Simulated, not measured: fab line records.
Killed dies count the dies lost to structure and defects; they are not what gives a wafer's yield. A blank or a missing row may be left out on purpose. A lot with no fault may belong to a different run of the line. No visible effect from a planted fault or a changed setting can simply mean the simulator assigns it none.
Which tool was responsible? ; flow gf180mcu ; 6 lots, 18 wafers sampled, at 3 steps of a route of 602

== WHAT EACH GAUGE READ, for each wafer ==
GF_V2_THK_MEAS_03.
lot;measured;on;V2_CVD_02_THK (nm)
L297;day 20 00:59;film metro-03;838 852 851
L298;day 20 10:32;film metro-03;859 855 860
L309;day 24 13:50;film metro-03;856 876 871
L313;day 25 19:43;film metro-02;857 839 840
L315;day 26 16:10;film metro-02;852 852 868
L317;day 27 03:35;film metro-02;860 880 877

== EACH LOT AND THE TOOL THAT RAN IT (in order: tool; ch and the chambers of the sampled wafers; start) ==
lot;GF_V1_CVD_23;GF_V2_CVD_02
L297;cvd w-02 ch 0,1, day 18 22:35;pecvd-02 ch 0,2, day 20 00:55
L298;cvd w-01 ch 0,1, day 19 09:21;pecvd-02 ch 0,2, day 20 10:27
L309;cvd w-01 ch 0,1, day 23 13:37;pecvd-03 ch 0,1, day 24 13:46
L313;cvd w-01 ch 0,1, day 24 19:41;pecvd-02 ch 1,2, day 25 19:38
L315;cvd w-01 ch 1, day 25 17:20;pecvd-03 ch 0,1, day 26 16:05
L317;cvd w-01 ch 0,1, day 26 05:09;pecvd-03 ch 0,1,2, day 27 03:29
- GF_V1_CVD_23: deposits W, target thk 350 nm, time 105.05 s.
- GF_V2_CVD_02: deposits SiO2 from TEOS, target thk 850 nm, time 94.851 s.

== THE ANSWER, worked out from the rows above alone ==
Rule: the lots themselves supply what counts as usual. Put in order of their means at a reading, lots are off if they are a third of the lots or fewer, leave a main group of 4 or more, and stand apart from it by a gap of 3 or more times the standard deviation of the main group's means; of several such gaps the widest counts. If all means in a main group match to the digits the tables above print for the reading, that group is not used. A lot without any number at a reading at which 4 lots or more have one is off too. All remaining lots with rows at the step are treated as sound.
No lot is off on any of the readings shown, so nothing can be concluded from this.

== WHAT HAD BEEN PUT IN BY THE SIMULATOR ==
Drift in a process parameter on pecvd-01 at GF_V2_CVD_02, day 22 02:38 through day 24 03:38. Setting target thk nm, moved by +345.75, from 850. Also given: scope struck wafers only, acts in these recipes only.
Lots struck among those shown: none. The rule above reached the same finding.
